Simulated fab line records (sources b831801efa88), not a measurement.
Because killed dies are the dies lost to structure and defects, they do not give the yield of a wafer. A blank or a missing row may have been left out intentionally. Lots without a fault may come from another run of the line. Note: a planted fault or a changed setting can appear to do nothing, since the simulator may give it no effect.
The tool behind it: which one?	flow sfqLine	30 wafers sampled from 10 lots at 1 step of a route of 325

## WHAT THE GAUGES SHOWED, per wafer
Not one reading of a measure or inspect step in the record can be checked against a usual standard deviation.

## TOOL THAT RAN EACH LOT (tool first, then ch and the chambers of the sampled wafers, then the start)
lot	SFQ_TRILAYER_R5_BARC_OPEN_METAL_ETCH_177
L917	rieMetal-04 ch 0,1, day 56 15:29
L918	rieMetal-01 ch 1, day 56 16:40
L919	rieMetal-01 ch 1, day 56 22:40
L920	rieMetal-01 ch 1, day 57 10:49
L921	rieMetal-03 ch 0,1, day 58 01:19
L922	rieMetal-04 ch 0,1, day 58 03:43
L923	rieMetal-04 ch 0,1, day 58 10:55
L924	rieMetal-01 ch 0,1, day 58 19:28
L925	rieMetal-03 ch 0,1, day 59 14:40
L926	rieMetal-01 ch 0,1, day 60 09:50
- SFQ_TRILAYER_R5_BARC_OPEN_METAL_ETCH_177: etches BARC in O2, target depth 125 nm, time 41.7 s.

## WHAT THE TOOLS THEMSELVES READ (means of the sampled wafers that have a number; where no wafer has one, the mark that the record gives instead)
SFQ_TRILAYER_R5_BARC_OPEN_METAL_ETCH_177.
lot	tool	drypumpMotorCurrentA (A)	oesProductAu (a.u.)	runLengthS (s)
L917	rieMetal-04	5.3	0.685	70.4
L918	rieMetal-01	5.9	0.686	69.3
L919	rieMetal-01	5.9	0.683	69.4
L920	rieMetal-01	5.9	0.685	69.3
L921	rieMetal-03	6.1	0.686	70.6
L922	rieMetal-04	5.6	0.686	70.5
L923	rieMetal-04	5.6	0.818	60.8
L924	rieMetal-01	6.2	0.817	60.5
L925	rieMetal-03	6.1	0.817	61.1
L926	rieMetal-01	6.3	0.817	60.4

## THE ANSWER, worked out from the rows above alone
Rule: what is usual is taken from the lots themselves. Put in order of their means at a reading, lots are off if they are a third of the lots or fewer, leave a main group of 4 or more, and stand apart from it by a gap of 3 or more times the standard deviation of the main group's means; of several such gaps the widest counts. Not used: any main group whose means are identical at the precision the tables above print for the reading. Also off: a lot with no number at a reading for which 4 or more lots have one. Where the step has rows for the other lots, those lots are counted as sound. Order of review: gauges by route order, followed by the tools' own readings, for which a lot's mean as printed above is used. At the first step where some lot is off, the reading lying furthest off is the one used; lots without a number count as furthest.
No lot is off at any reading shown: from this, nothing can be told.

## WHAT HAD BEEN PUT IN BY THE SIMULATOR
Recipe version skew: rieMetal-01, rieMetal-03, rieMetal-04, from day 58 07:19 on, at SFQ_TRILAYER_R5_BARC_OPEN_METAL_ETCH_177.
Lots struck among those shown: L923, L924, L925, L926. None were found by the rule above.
